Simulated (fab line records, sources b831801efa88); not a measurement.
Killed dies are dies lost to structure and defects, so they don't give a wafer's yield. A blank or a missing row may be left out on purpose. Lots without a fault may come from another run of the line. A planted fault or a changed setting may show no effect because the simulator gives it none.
Problem report in the 8D (eight disciplines) form, filled by code | flow sky130 | the parts of the form that need people (team, actions taken, sign-off) are left out

1. THE PROBLEM
dose_ions_cm2 at SKY_POLY_GATE_IMPLANT_02 reads a mean of 1.131e+16 on 6 wafers of 2 lots; wafers without a fault read 7.701e+15 with a standard deviation of 8.3e+12. That is +99 or more standard deviations from the usual mean.
First seen on wafer L216.1, day 17 01:22, on implanter-01. The record holds 36 wafers of 12 lots with a number at this step. Rule for "out", or "out of limits": more than 4 standard deviations from the usual mean. The other wafers with a number count as sound.

2. WHAT IT IS AND WHAT IT IS NOT
question                    | is                       | is not
which readings at this step | dose_ions_cm2, beam_on_s | -
which lots                  | L216, L218               | L211, L212, L214, L217, L225, L226, L227, L228, L230, L232
which wafers of those lots  | all that have a number   | -
read on which tools         | implanter-01             | implanter-02, implanter-04
when                        | from day 17 01:22        | up to then (9 sound wafers); but 21 sound wafers of L217, L225, L226, L227, L228, L230, L232 came after

3. SUSPECTS, AND WHAT RULES EACH OUT
Counting: a tool at a process step up to the reading stays a suspect if it ran every lot that is out and no sound lot after the first of them.
- implanter-01 at SKY_POLY_GATE_IMPLANT_02: ruled out as a lasting fault. Sound lots L225, L227, L230 ran on it after its first lot that is out, L216 (day 17 01:22).
Left after counting: nothing in the record.

4. THE CAUSE (what the simulator had put in)
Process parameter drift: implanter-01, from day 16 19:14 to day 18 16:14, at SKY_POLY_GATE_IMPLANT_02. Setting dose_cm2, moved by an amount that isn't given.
Counting ruled it out, wrongly.

5. THE CHAIN OF EFFECTS, in route order
Each row: a reading whose mean over the struck wafers that have a number lies more than 3 standard deviations from the usual. Only readings for which the record gives a usual standard deviation are gone through. hours: the time from each lot's start at the first step in this table that gives one to its start at this step, as a median over the lots. sigmas: the change in usual standard deviations.
hours | step                     | reading                  | usual      | on struck wafers | change     | sigmas
0     | SKY_POLY_GATE_IMPLANT_02 | beam_on_s                | 35.1 s     | 51.7             | +16.6      | +17
0     | SKY_POLY_GATE_IMPLANT_02 | dose_ions_cm2            | 7.701e+15  | 1.131e+16        | +3.608e+15 | +99 or more
0     | SKY_RES_PROTECT_STRIP_07 | oes_product_au           | 0.518 a.u. | 0.503            | -0.015     | -3.1
0     | SKY_RES_PROTECT_STRIP_07 | strip_time_to_endpoint_s | 23.26 s    | 24.77            | +1.51      | +38
The process steps in it:
- SKY_POLY_GATE_IMPLANT_02
- SKY_RES_PROTECT_STRIP_07: strips in O2/N2.

6. WHAT WOULD HAVE CAUGHT IT SOONER
In this record the first reading out of limits was taken at day 17 01:22, 6 hours after the fault began at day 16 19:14.
